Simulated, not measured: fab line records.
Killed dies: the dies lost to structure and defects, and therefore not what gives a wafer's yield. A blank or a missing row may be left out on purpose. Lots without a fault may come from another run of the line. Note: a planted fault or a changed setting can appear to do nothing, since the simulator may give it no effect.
Code-filled problem report in 8D (eight disciplines) form	flow sky130	the parts of the form that need people (team, actions taken, sign-off) are left out

1. PROBLEM STATEMENT
Mean of developer temp C at SKY_METAL5_DEVELOP_13: 25.31 C across 6 wafers in 2 lots; on wafers with no fault it is 23.00 C (standard deviation 0.11). Measured from the usual mean, that is +21 standard deviations.
The step: develop time 60 s.
First observed at day 48 08:38: wafer L375.1, on litho track-04. At this step, 36 wafers from 12 lots have a number in the record. Rule for "out", or "out of limits": more than 4 standard deviations from the usual mean. All remaining wafers that have a number are taken as sound.

2. WHAT THIS IS AND IS NOT
question	is	is not
which readings at this step	developer temp C	chill plate temp C
which lots	L375, L376	L357, L358, L359, L360, L363, L364, L377, L378, L379, L380
which wafers of those lots	all that have a number	-
read on which tools	litho track-04	litho track-01, litho track-03
when	from day 48 08:38	up to then (18 sound wafers); but 12 sound wafers of L377, L378, L379, L380 came after

3. SUSPECTS, AND WHAT RULES EACH OUT
Counting: a tool stays on the suspect list if, at a process step up to the reading, it processed all lots that are out and no sound lot following the first of them.
- rie metal-02 at SKY_METAL4_ETCH_16 (etches BARC in N2/H2, stops on SiO2, time 88.2 s, target depth 60 nm): ruled out as a lasting fault. After its first lot that is out, L375 (day 46 15:28), sound lots L378 ran on it.
- litho track-04 at SKY_METAL5_DEVELOP_13 (develop time 60 s): kept. It processed each lot that is out, first L375 at day 48 08:38, and no sound lot thereafter; up to then, the last sound lot it processed was L364 at day 45 18:47. Its own developer temp C readings are out on those wafers.
Remaining after the count: litho track-04 at SKY_METAL5_DEVELOP_13.

4. THE CAUSE (what the simulator had put in)
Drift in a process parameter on litho track-04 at SKY_METAL5_DEVELOP_13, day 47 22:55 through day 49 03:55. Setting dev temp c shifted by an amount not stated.
The count eliminated every tool but this one.

5. THE EFFECT CHAIN, in route order
One row per reading whose mean, taken over the struck wafers that have a number, lies over 3 standard deviations from the usual. Only readings for which the record gives a usual standard deviation are gone through. hours: the time from each lot's start at the first step in this table that gives one to its start at this step, as a median over the lots. sigmas: the change in usual standard deviations.
hours	step	reading	usual	on struck wafers	change	sigmas
0	SKY_METAL5_DEVELOP_13	developer temp C	23.00 C	25.31	+2.31	+21
Its process steps:
- SKY_METAL5_DEVELOP_13: develop time 60 s.

6. WHAT WOULD HAVE CAUGHT IT SOONER
In this record the first reading out of limits was taken at day 48 08:38, 10 hours after the fault began at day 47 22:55.
